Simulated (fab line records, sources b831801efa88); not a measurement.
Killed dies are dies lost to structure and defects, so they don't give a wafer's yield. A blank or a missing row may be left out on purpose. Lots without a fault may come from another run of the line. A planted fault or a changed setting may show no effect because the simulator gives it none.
Which tool did it? | flow gf180mcu | 12 lots, 36 wafers sampled, at 5 steps of a route of 602

WHAT THE GAUGES READ, wafer by wafer
GF_POLY_GATE_CD_MEAS_18. Usual: cd_nm 280.6 nm, standard deviation 1.7.
lot  | measured     | on        | cd_nm (nm)        | flag
L985 | day 9 07:47  | cd_sem-02 | 280.2 279.7 281.2 |
L986 | day 9 13:11  | cd_sem-01 | 279.1 281.2 281.8 |
L987 | day 9 23:41  | cd_sem-02 | 282.1 280.4 282.2 |
L989 | day 10 12:25 | cd_sem-01 | 280.9 281.8 280.7 |
L990 | day 10 22:04 | cd_sem-01 | 278.5 276.5 278.5 |
L991 | day 11 03:39 | cd_sem-02 | 282.6 279.8 282.1 |
L992 | day 11 14:21 | cd_sem-01 | 277.9 277.4 280.8 |
L998 | day 13 04:53 | cd_sem-02 | 277.1 280.0 279.6 |
L102 | day 14 08:08 | cd_sem-02 | 279.9 277.8 277.6 |
L104 | day 14 21:20 | cd_sem-01 | 282.1 280.3 280.2 |
L106 | day 15 13:04 | cd_sem-01 | 282.0 280.5 280.5 |
L107 | day 15 23:56 | cd_sem-01 | 282.7 280.0 279.8 |

GF_HV_LDD_THK_MEAS_57. Usual: HV_LDD_CVD_56_THK 90.2 nm, standard deviation 0.85.
lot  | measured     | on            | HV_LDD_CVD_56_THK (nm) | flag
L985 | day 12 12:49 | film_metro-01 | 89.1 88.9 89.2         |
L986 | day 12 18:43 | film_metro-02 | 89.4 90.0 89.3         |
L987 | day 13 06:02 | film_metro-02 | 90.3 88.6 90.3         |
L989 | day 13 20:38 | film_metro-03 | 89.4 89.8 89.7         |
L990 | day 14 07:50 | film_metro-02 | 90.9 90.7 91.1         |
L991 | day 14 14:34 | film_metro-01 | 89.5 89.7 89.6         |
L992 | day 15 04:16 | film_metro-01 | 91.2 92.1 90.8         |
L998 | day 16 22:17 | film_metro-03 | 95.8 95.8 95.6         | OFF
L102 | day 18 07:00 | film_metro-03 | 94.1 94.7 94.5         | OFF
L104 | day 18 19:05 | film_metro-02 | 89.5 89.1 89.4         |
L106 | day 19 14:08 | film_metro-03 | 91.1 90.7 90.4         |
L107 | day 20 01:11 | film_metro-03 | 90.6 90.4 90.9         |

GF_CONTACT_RS_MEAS_25: measures by four-point-probe. Usual: CONTACT_W_RS 0.384 ohm/sq, standard deviation 0.0057.
lot  | measured     | on            | CONTACT_W_RS (ohm/sq) | flag
L985 | day 16 04:26 | film_metro-02 | 0.393 0.389 0.386     |
L986 | day 16 10:10 | film_metro-02 | 0.384 0.382 0.390     |
L987 | day 16 22:56 | film_metro-02 | 0.381 0.386 0.381     |
L989 | day 17 15:55 | film_metro-03 | 0.384 0.381 0.388     |
L990 | day 18 04:24 | film_metro-03 | 0.384 0.387 0.384     |
L991 | day 18 10:43 | film_metro-02 | 0.383 0.384 0.383     |
L992 | day 19 04:17 | film_metro-02 | 0.388 0.395 0.396     |
L998 | day 21 00:50 | film_metro-03 | 0.384 0.382 0.383     |
L102 | day 22 11:32 | film_metro-03 | 0.381 0.377 0.376     |
L104 | day 22 23:13 | film_metro-02 | 0.388 0.393 0.395     |
L106 | day 23 17:03 | film_metro-03 | 0.389 0.391 0.388     |
L107 | day 24 00:42 | film_metro-02 | 0.382 0.376 0.371     |

WHICH TOOL RAN EACH LOT (tool, then ch and the chambers of the sampled wafers, then the start)
lot  | GF_HV_LDD_CVD_56            | GF_HV_LDD_ETCHBACK_58
L985 | lpcvd-02 ch 0, day 12 11:22 | rie_diel-02 ch 0,1, day 12 12:51
L986 | lpcvd-02 ch 1, day 12 17:17 | rie_diel-01 ch 0,3, day 12 18:46
L987 | lpcvd-02 ch 1, day 13 04:35 | rie_diel-04 ch 0,1,2, day 13 06:05
L989 | lpcvd-02 ch 1, day 13 19:11 | rie_diel-02 ch 0,2,3, day 13 20:41
L990 | lpcvd-01 ch 0, day 14 06:24 | rie_diel-04 ch 0,1,3, day 14 07:53
L991 | lpcvd-02 ch 0, day 14 13:08 | rie_diel-01 ch 2,3, day 14 14:37
L992 | lpcvd-02 ch 1, day 15 02:49 | rie_diel-04 ch 0,2,3, day 15 04:19
L998 | lpcvd-01 ch 0, day 16 20:50 | rie_diel-02 ch 1,2,3, day 16 22:19
L102 | lpcvd-01 ch 1, day 18 05:34 | rie_diel-02 ch 0,3, day 18 07:03
L104 | lpcvd-02 ch 0, day 18 17:38 | rie_diel-04 ch 0,2,3, day 18 19:07
L106 | lpcvd-02 ch 1, day 19 12:42 | rie_diel-02 ch 0,1,2, day 19 14:11
L107 | lpcvd-02 ch 0, day 19 23:45 | rie_diel-01 ch 0,2,3, day 20 01:14
- GF_HV_LDD_CVD_56: deposits Si3N4 from DCS/NH3, target thk 90 nm, time 1543 s.
- GF_HV_LDD_ETCHBACK_58: etches Si3N4 in CH3F/O2, stops on SiO2, time 100 s, target depth 90 nm.

WHAT THE TOOLS THEMSELVES READ (means of the sampled wafers that have a number; where no wafer has one, the mark that the record gives instead)
GF_HV_LDD_CVD_56. Usual: spike_tc_bottom_C 788.0 C, standard deviation 2.7; spike_tc_centre_C 770.4 C, standard deviation 1.1; zone_power_upper_pct 13.3 %, standard deviation 0.94.
lot  | tool     | spike_tc_bottom_C (C) | spike_tc_centre_C (C) | zone_power_upper_pct (%) | flag
L985 | lpcvd-02 | 788.8                 | 770.7                 | 14.3                     |
L986 | lpcvd-02 | 785.5                 | 771.0                 | 12.8                     |
L987 | lpcvd-02 | 784.5                 | 771.0                 | 12.7                     |
L989 | lpcvd-02 | 784.5                 | 770.1                 | 12.7                     |
L990 | lpcvd-01 | 788.0                 | 769.3                 | 13.8                     |
L991 | lpcvd-02 | 789.8                 | 770.3                 | 14.3                     |
L992 | lpcvd-02 | 784.6                 | 769.9                 | 12.7                     |
L998 | lpcvd-01 | 788.7                 | 769.2                 | 13.9                     |
L102 | lpcvd-01 | 790.9                 | 770.1                 | 11.6                     |
L104 | lpcvd-02 | 790.4                 | 771.0                 | 14.3                     |
L106 | lpcvd-02 | 785.1                 | 770.4                 | 12.7                     |
L107 | lpcvd-02 | 789.6                 | 770.9                 | 14.2                     |

GF_HV_LDD_ETCHBACK_58. Usual: drypump_motor_current_A 5.8 A, standard deviation 0.4; oes_product_au 0.844 a.u., standard deviation 0.0067; throttle_valve_pct 10.561 %, standard deviation 0.0084.
lot  | tool        | drypump_motor_current_A (A) | oes_product_au (a.u.) | throttle_valve_pct (%) | flag
L985 | rie_diel-02 | 6.3                         | 0.842                 | 10.560                 |
L986 | rie_diel-01 | 5.4                         | 0.839                 | 10.568                 |
L987 | rie_diel-04 | 5.6                         | 0.841                 | 10.559                 |
L989 | rie_diel-02 | 6.2                         | 0.839                 | 10.560                 |
L990 | rie_diel-04 | 5.8                         | 0.852                 | 10.561                 |
L991 | rie_diel-01 | 5.4                         | 0.842                 | 10.558                 |
L992 | rie_diel-04 | 5.6                         | 0.854                 | 10.558                 |
L998 | rie_diel-02 | 6.1                         | 0.869                 | 10.557                 | OFF
L102 | rie_diel-02 | 6.1                         | 0.866                 | 10.577                 | OFF
L104 | rie_diel-04 | 5.6                         | 0.835                 | 10.556                 |
L106 | rie_diel-02 | 6.3                         | 0.851                 | 10.561                 |
L107 | rie_diel-01 | 5.5                         | 0.848                 | 10.555                 |

THE ANSWER, worked out from the rows above alone
Rule: a lot is off if the mean of its wafers that have a number lies more than 3 standard deviations from the usual mean. A lot without any number at a reading at which 4 lots or more have one is off too. The other lots that the step has rows for count as sound. The gauges are gone through in route order, then the tools' own readings, and for those a lot's mean is taken as printed above. The first step at which some lot is off is used, and at that step the reading that is off furthest; a lot without a number counts as furthest.
Off: L998, L102, at GF_HV_LDD_THK_MEAS_57 (HV_LDD_CVD_56_THK).
A tool fits if, at a process step before that reading, it ran every lot that is off, and no sound lot after the first of them. The gauges at GF_HV_LDD_THK_MEAS_57 aren't tried: what is off there is off at GF_HV_LDD_ETCHBACK_58 too, on other tools, and a gauge's error can't cause that. One fits: lpcvd-01 at GF_HV_LDD_CVD_56. Its last sound lot is L990 (day 14 06:24), its first lot that is off L998 (day 16 20:50): a fault that began between those two fits.

WHAT THE SIMULATOR HAD PUT IN
Process parameter drift: lpcvd-01, from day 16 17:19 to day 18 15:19, at GF_HV_LDD_CVD_56. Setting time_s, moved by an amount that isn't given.
Lots struck among those shown: L998, L102. The rule above found the same.
